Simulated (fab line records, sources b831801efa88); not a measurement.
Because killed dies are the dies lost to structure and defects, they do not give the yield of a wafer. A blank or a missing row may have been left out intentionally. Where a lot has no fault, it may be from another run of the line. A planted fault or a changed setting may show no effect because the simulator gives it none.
Which of the tools did it?    flow gf180mcu    45 wafers from 15 lots sampled at 2 of the route's 602 steps

== WHAT THE GAUGES READ, wafer by wafer ==
GF_STI_BOW_MEAS_00. Usual: INCOMING_BOW typically reads 0 um, with standard deviation 6.2.
lot   measured     on             INCOMING_BOW (um)  flag
L719  day 1 10:00  film_metro-04  -1 -4 5            
L720  day 1 15:02  film_metro-01  -8 5 -4            
L721  day 1 20:02  film_metro-03  11 -3 5            
L722  day 2 01:00  film_metro-04  2 -1 12            
L723  day 2 06:01  film_metro-03  5 -1 -11           
L724  day 2 11:01  film_metro-03  -2 -9 20           
L725  day 2 16:00  film_metro-03  0 -3 -3            
L726  day 2 21:02  film_metro-04  2 8 8              
L728  day 3 07:01  film_metro-01  0 3 -7             
L731  day 3 22:02  film_metro-01  3 4 -5             
L732  day 4 03:01  film_metro-03  -4 -3 -6           
L733  day 4 08:00  film_metro-04  2 -4 0             
L740  day 5 19:01  film_metro-03  8 1 1              
L741  day 6 00:01  film_metro-03  -8 -13 -4          
L742  day 6 05:02  film_metro-04  0 2 2              

GF_STI_THK_MEAS_02. Usual: STI_OXIDATION_THK typically reads 10.00 nm, with standard deviation 0.18.
lot   measured     on             STI_OXIDATION_THK (nm)  flag
L719  day 1 12:09  film_metro-01  9.94 9.90 10.02         
L720  day 1 16:32  film_metro-03  10.10 10.15 10.06       
L721  day 1 21:32  film_metro-04  10.02 10.10 10.18       
L722  day 2 03:20  film_metro-04  10.15 10.10 10.07       
L723  day 2 07:31  film_metro-03  10.06 9.98 9.86         
L724  day 2 12:40  film_metro-01  10.03 9.73 9.93         
L725  day 2 18:50  film_metro-03  9.98 9.82 9.64          
L726  day 2 22:32  film_metro-01  10.00 9.92 9.93         
L728  day 3 12:46  film_metro-01  9.68 9.72 9.94          
L731  day 4 00:25  film_metro-03  9.94 9.78 10.03         
L732  day 4 04:31  film_metro-04  10.36 10.45 10.32       
L733  day 4 10:55  film_metro-03  9.95 9.74 9.91          
L740  day 5 21:14  film_metro-03  9.75 9.81 9.79          
L741  day 6 01:31  film_metro-04  10.01 10.05 9.93        
L742  day 6 07:15  film_metro-01  10.01 9.98 9.98         

== EACH LOT AND THE TOOL THAT RAN IT (in order: tool; ch and the chambers of the sampled wafers; start) ==
The record holds no process step before these readings.

== AS READ BY THE TOOLS THEMSELVES (means over the sampled wafers that have a number; for cases with no such wafer, the mark the record gives instead) ==
The record holds no such reading with a usual standard deviation.

== THE ANSWER, worked out from the rows above alone ==
Rule: a lot is off if the mean of its wafers that have a number lies more than 3 standard deviations from the usual mean. A lot without any number at a reading at which 4 lots or more have one is off too. All remaining lots with rows at the step are treated as sound. First the gauges in route order, then the tools' own readings, where a lot's mean is used as printed above. At the first step where some lot is off, the reading lying furthest off is the one used; lots without a number count as furthest.
None of the lots is off at any reading shown; this tells nothing.

== WHAT WAS PUT IN BY THE SIMULATOR ==
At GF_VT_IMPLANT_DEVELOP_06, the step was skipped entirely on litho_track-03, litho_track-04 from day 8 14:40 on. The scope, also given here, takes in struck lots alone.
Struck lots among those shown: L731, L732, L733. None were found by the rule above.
